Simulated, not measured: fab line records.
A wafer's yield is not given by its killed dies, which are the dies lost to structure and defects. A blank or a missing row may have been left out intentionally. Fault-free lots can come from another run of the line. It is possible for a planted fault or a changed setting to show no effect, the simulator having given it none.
Matching of chambers :: flow gf180mcu :: GF_V4_CMP_26 on cmp-02 has 4 sister chambers
The step polishes, stops on SiO2, t overpolish 15 s, target thk 0 nm. 4 wafers are shown with their chamber, then 9 later ones without.

WAFERS PAIRED WITH THEIR CHAMBERS
wafer: L091.4
chamber: 0
motorCurrentA (A): 9.5

wafer: L093.1
chamber: 2
motorCurrentA (A): 10.5

wafer: L093.3
chamber: 3
motorCurrentA (A): 11.0

wafer: L093.6
chamber: 1
motorCurrentA (A): 11.7

WAFERS WITH NO CHAMBER GIVEN
wafer: L094.2
motorCurrentA (A): 10.1

wafer: L094.5
motorCurrentA (A): 11.4

wafer: L094.6
motorCurrentA (A): 10.4

wafer: L095.2
motorCurrentA (A): 9.8

wafer: L095.4
motorCurrentA (A): 10.1

wafer: L095.6
motorCurrentA (A): 10.1

wafer: L096.3
motorCurrentA (A): 11.2

wafer: L096.4
motorCurrentA (A): 10.5

wafer: L096.5
motorCurrentA (A): 10.1

EACH ONE'S CHAMBER
wafer: L094.2
from the rows above: can't be placed: 2 or 0 or 3
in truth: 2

wafer: L094.5
from the rows above: can't be placed: 1 or 3 or 2
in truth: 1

wafer: L094.6
from the rows above: can't be placed: 2 or 3
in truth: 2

wafer: L095.2
from the rows above: can't be placed: 0 or 2
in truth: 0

wafer: L095.4
from the rows above: can't be placed: 2 or 0 or 3
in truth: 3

wafer: L095.6
from the rows above: can't be placed: 2 or 0 or 3
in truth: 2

wafer: L096.3
from the rows above: can't be placed: 3 or 1 or 2
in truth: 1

wafer: L096.4
from the rows above: can't be placed: 2 or 3
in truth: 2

wafer: L096.5
from the rows above: can't be placed: 2 or 0 or 3
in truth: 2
Placed correctly: 0 of 9. Not placeable from these rows: 9 (in 9, the candidates include the true chamber). 0 placed wrongly.
How it was worked out, from the rows above alone: a wafer's distance from a chamber is the root of the sum, over the readings, of the square of ((its reading less the chamber's mean) divided by the reading's scatter). If the next closest chamber is less than 2 further off than the closest, the wafer can't be placed; otherwise it belongs to the closest. A chamber's mean is the mean of its shown wafers. The scatter (one wafer shown for each chamber): square how far every hidden wafer sits from the nearest shown wafer, average those squares and take the square root.
